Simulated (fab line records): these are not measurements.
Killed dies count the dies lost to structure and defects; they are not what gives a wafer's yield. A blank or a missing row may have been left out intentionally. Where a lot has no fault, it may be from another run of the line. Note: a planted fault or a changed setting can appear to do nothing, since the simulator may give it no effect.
A sampling plan put to the test | flow gf180mcu | one line in one fab, 10 faults in these records, each fault weighed on the records of the lots it struck
The plan is the line's own looks: the steps of the route at which a gauge or an inspection reads the wafer and doesn't change it. A look is open to judgement when struck wafers have a number at it and the file gives its usual mean and standard deviation on fault-free wafers. Caught: 4 or more of those standard deviations (sigma) separate the usual mean from the mean of the struck wafers at a look after the fault's first step. On the tool: the same test on the tool's own readings at the fault's steps. It also counts as caught if the struck wafers ran another recipe or if their record alone is blank.

== THE FAULTS, as the simulator had put them in ==
1. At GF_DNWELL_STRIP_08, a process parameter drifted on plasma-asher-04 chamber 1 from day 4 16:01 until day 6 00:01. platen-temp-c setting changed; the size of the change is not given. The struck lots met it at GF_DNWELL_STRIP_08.
2. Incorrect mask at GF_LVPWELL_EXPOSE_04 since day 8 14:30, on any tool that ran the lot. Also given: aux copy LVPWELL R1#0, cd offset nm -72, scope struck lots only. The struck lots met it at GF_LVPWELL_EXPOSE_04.
3. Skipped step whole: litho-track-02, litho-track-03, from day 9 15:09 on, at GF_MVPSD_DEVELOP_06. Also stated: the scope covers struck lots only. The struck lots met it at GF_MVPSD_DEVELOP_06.
4. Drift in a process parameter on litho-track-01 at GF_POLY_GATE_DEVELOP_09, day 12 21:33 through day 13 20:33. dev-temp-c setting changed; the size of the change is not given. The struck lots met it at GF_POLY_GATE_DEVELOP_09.
5. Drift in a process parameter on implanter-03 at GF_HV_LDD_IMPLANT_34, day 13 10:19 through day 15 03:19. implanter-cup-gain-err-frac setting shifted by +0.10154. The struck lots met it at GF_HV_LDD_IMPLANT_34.
6. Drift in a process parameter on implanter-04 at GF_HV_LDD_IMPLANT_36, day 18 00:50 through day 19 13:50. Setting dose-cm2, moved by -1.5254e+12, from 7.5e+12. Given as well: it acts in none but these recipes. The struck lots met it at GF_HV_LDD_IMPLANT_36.
7. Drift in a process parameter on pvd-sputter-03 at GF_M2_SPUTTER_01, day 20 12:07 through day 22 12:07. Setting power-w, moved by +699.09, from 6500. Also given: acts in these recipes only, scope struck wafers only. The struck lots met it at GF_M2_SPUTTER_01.
8. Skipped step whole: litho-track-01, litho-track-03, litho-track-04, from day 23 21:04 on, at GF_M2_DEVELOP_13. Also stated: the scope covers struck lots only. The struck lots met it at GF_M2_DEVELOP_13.
9. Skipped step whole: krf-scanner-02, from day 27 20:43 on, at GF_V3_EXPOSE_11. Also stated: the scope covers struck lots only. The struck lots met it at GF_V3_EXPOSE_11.
10. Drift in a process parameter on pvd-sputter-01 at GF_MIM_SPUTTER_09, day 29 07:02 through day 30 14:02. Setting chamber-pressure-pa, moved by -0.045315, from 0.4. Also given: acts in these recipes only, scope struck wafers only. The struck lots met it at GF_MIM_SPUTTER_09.

== WHAT THE PLAN SAW ==
fault | on the tool itself                               | first look that catches it                      | reading, sigma | median hours from its first step to that look | hours from the fault's start to the first struck lot there | judged looks passed uncaught
1     | strip-time-to-endpoint-s +18 sigma               | none of the 3 looks that can be judged after it | -              | -                                             | -                                                          | 3
2     | no reading that can be judged                    | not the one look that can be judged after it    | -              | -                                             | -                                                          | 1
3     | the tool's record is blank for the struck wafers | no look after it can be judged                  | -              | -                                             | -                                                          | 0
4     | developer-temp-C +5.8 sigma                      | none of the 2 looks that can be judged after it | -              | -                                             | -                                                          | 2
5     | faraday-current-uA +5.9 sigma                    | none of the 2 looks that can be judged after it | -              | -                                             | -                                                          | 2
6     | dose-ions-cm2 -99 or beyond sigma                | no look after it can be judged                  | -              | -                                             | -                                                          | 0
7     | cathode-dc-power-W +99 or beyond sigma           | no look after it can be judged                  | -              | -                                             | -                                                          | 0
8     | the tool's record is blank for the struck wafers | no look after it can be judged                  | -              | -                                             | -                                                          | 0
9     | no reading that can be judged                    | no look after it can be judged                  | -              | -                                             | -                                                          | 0
10    | chamber-pressure-pa -62 sigma                    | no look after it can be judged                  | -              | -                                             | -                                                          | 0
Dash: fault not caught, or number not given in these records.

Caught at a look: 0 of 10. Caught on the tool: 8 of 10. By one or the other: 8 of 10.
Faults caught by the tool alone: 1, 3, 4, 5, 6, 7, 8, 10.
Caught by neither: faults 2, 9.
